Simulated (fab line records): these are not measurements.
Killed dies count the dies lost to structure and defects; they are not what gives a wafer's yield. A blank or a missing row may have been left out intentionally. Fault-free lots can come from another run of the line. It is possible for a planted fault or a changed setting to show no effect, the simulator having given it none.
Problem report, 8D (eight disciplines) form, completed by code + flow sky130 + the parts of the form that need people (team, actions taken, sign-off) are left out

== 1. WHAT IS WRONG ==
killed_at_M4_up at SKY_PAD_OPEN_PROBE_99 reads a mean of 37.7 on 6 wafers of 2 lots; wafers without a fault read 2.9 with a standard deviation of 1.7. That puts it +20 standard deviations away from the usual mean.
First seen on wafer L504.2, day 47 16:43, on prober-01. Wafers with a number at this step in the record: 7, from 3 lots. Rule for "out", or "out of limits": more than 4 standard deviations from the usual mean. The other wafers with a number count as sound.

== 2. WHAT IT IS AND WHAT IT IS NOT ==
| question                    | is                     | is not                                                                              |
|-----------------------------|------------------------|-------------------------------------------------------------------------------------|
| which readings at this step | killed_at_M4_up        | killed at contacts, killed at front end, killed at other, killed open, killed short |
| which lots                  | L504, L505             | L515                                                                                |
| which wafers of those lots  | all that have a number | -                                                                                   |
| read on which tools         | prober-01, prober-02   | -                                                                                   |
| when                        | from day 47 16:43      | up to then (0 sound wafers); but 1 sound wafer of L515 came after                   |

== 3. WHAT RULES OUT EACH SUSPECT ==
Counting: a tool stays on the suspect list if, at a process step up to the reading, it processed all lots that are out and no sound lot following the first of them.
- pvd sputter-04 at SKY_METAL4_SPUTTER_00 (material Ti, target thk 15 nm, time 10 s): kept. It ran every lot that is out, first L504 (day 42 02:50), and no sound lot after that.
The count leaves pvd sputter-04 at SKY_METAL4_SPUTTER_00.

== 4. THE CAUSE (what the simulator had put in) ==
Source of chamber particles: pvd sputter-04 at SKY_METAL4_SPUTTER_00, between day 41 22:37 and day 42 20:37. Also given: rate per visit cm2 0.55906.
After counting, this tool was the only one left.

== 5. THE CHAIN OF EFFECTS, in route order ==
Rows list readings where the struck wafers' mean (over those with a number) sits beyond 3 standard deviations from the usual. Only readings for which the record gives a usual standard deviation are gone through. hours: the time from each lot's start at the first step in this table that gives one to its start at this step, as a median over the lots. sigmas: the change in usual standard deviations.
| hours | step                  | reading              | usual  | on struck wafers | change | sigmas |
|-------|-----------------------|----------------------|--------|------------------|--------|--------|
| 0     | SKY_PAD_OPEN_PROBE_99 | defect limited yield | 82.7 % | 74.8             | -7.9   | -4.2   |
| 0     | SKY_PAD_OPEN_PROBE_99 | killed_at_M4_up      | 2.9    | 37.7             | +34.8  | +20    |
| 0     | SKY_PAD_OPEN_PROBE_99 | killed dies          | 85     | 124              | +39    | +4.2   |
| 0     | SKY_PAD_OPEN_PROBE_99 | sort_bin_3_pad_short | 0.8 %  | 2.3              | +1.5   | +4.1   |
| 0     | SKY_PAD_OPEN_PROBE_99 | sort_bin_5_function  | 10.2 % | 15.2             | +5.0   | +3.3   |
| 0     | SKY_PAD_OPEN_PROBE_99 | sort n pass          | 407    | 368              | -39    | -4.2   |
| 0     | SKY_PAD_OPEN_PROBE_99 | sort yield pct       | 82.7 % | 74.8             | -7.9   | -4.2   |
It contains these process steps:
- SKY_PAD_OPEN_PROBE_99

== 6. HOW IT WOULD HAVE BEEN CAUGHT EARLIER ==
In this record the first reading out of limits was taken at day 47 16:43, 138 hours after the fault began at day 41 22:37.
Of the tool readings at SKY_METAL4_SPUTTER_00 for which the record gives a usual standard deviation, none was out on any struck wafer, so an alarm limit of 4 standard deviations on them would not have fired.
The start of SKY_METAL4_SPUTTER_00 on pvd sputter-04 came by day 47 16:43 for every one of the lots that are out (2). Had the tool been put on hold then, not one of them would have been saved.
